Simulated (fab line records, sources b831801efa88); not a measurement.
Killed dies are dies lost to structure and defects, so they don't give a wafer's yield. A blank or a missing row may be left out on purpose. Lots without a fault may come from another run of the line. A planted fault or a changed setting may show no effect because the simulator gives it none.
Problem report in the 8D (eight disciplines) form, filled by code | flow gf180mcu | the parts of the form that need people (team, actions taken, sign-off) are left out

1. THE PROBLEM
CONTACT_CVD_00_THK at GF_CONTACT_THK_MEAS_01 reads a mean of 256 nm on 6 wafers of 2 lots; wafers without a fault read 301 nm with a standard deviation of 3.2. That is -14 standard deviations from the usual mean.
First seen on wafer L187.2, day 19 06:25, on film_metro-01. The record holds 39 wafers of 13 lots with a number at this step. Rule for "out", or "out of limits": more than 4 standard deviations from the usual mean. The other wafers with a number count as sound.

2. WHAT IT IS AND WHAT IT IS NOT
question                    | is                           | is not
which readings at this step | CONTACT_CVD_00_THK           | -
which lots                  | L187, L189                   | L177, L178, L179, L180, L184, L186, L188, L190, L191, L197, L199
which wafers of those lots  | all that have a number       | -
read on which gauges        | film_metro-01, film_metro-02 | film_metro-03
when                        | from day 19 06:25            | up to then (18 sound wafers); but 15 sound wafers of L188, L190, L191, L197, L199 came after

3. SUSPECTS, AND WHAT RULES EACH OUT
Counting: a tool at a process step up to the reading stays a suspect if it ran every lot that is out and no sound lot after the first of them.
- the gauge at GF_CONTACT_THK_MEAS_01: ruled out. The wafers that are out were read on 2 gauges (film_metro-01, film_metro-02).
- hdpcvd-02 at GF_CONTACT_CVD_00 (deposits SiO2, target thk 300 nm, time 50 s): ruled out as a lasting fault. Sound lots L197, L199 ran on it after its first lot that is out, L187 (day 19 06:21).
Left after counting: nothing in the record.

4. THE CAUSE (what the simulator had put in)
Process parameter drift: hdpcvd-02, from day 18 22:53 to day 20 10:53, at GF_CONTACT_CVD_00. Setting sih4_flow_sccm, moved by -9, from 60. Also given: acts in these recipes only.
Counting ruled it out, wrongly: the rule takes a fault to strike every lot that its tool runs from its start on, and this one did not.

5. THE CHAIN OF EFFECTS, in route order
Each row: a reading whose mean over the struck wafers that have a number lies more than 3 standard deviations from the usual. Only readings for which the record gives a usual standard deviation are gone through. hours: the time from each lot's start at the first step in this table that gives one to its start at this step, as a median over the lots. sigmas: the change in usual standard deviations.
hours | step                   | reading            | usual      | on struck wafers | change | sigmas
0     | GF_CONTACT_CVD_00      | sih4_flow_sccm     | 60.01 sccm | 51.08            | -8.93  | -53
0     | GF_CONTACT_THK_MEAS_01 | CONTACT_CVD_00_THK | 301 nm     | 256              | -45    | -14
-     | GF_CONTACT_ETCH_17     | oes_product_au     | 0.815 a.u. | 0.790            | -0.025 | -5.1
The process steps in it:
- GF_CONTACT_CVD_00: deposits SiO2, target thk 300 nm, time 50 s.
- GF_CONTACT_ETCH_17: etches SiO2 in C4F8/O2/Ar, stops on CoSi2, target depth 860 nm.
Later measuring or inspecting steps at which every struck wafer that the step has a row for has a number for every such reading, and none has moved that far: GF_V1_THK_MEAS_03, GF_V3_THK_MEAS_01.

6. WHAT WOULD HAVE CAUGHT IT SOONER
In this record the first reading out of limits at a measuring or inspecting step was taken at day 19 06:25, 8 hours after the fault began at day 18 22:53.
The tool's own readings at GF_CONTACT_CVD_00 were out on every struck wafer that the step has a row for (sih4_flow_sccm): an alarm limit on them would have fired on the first of those.
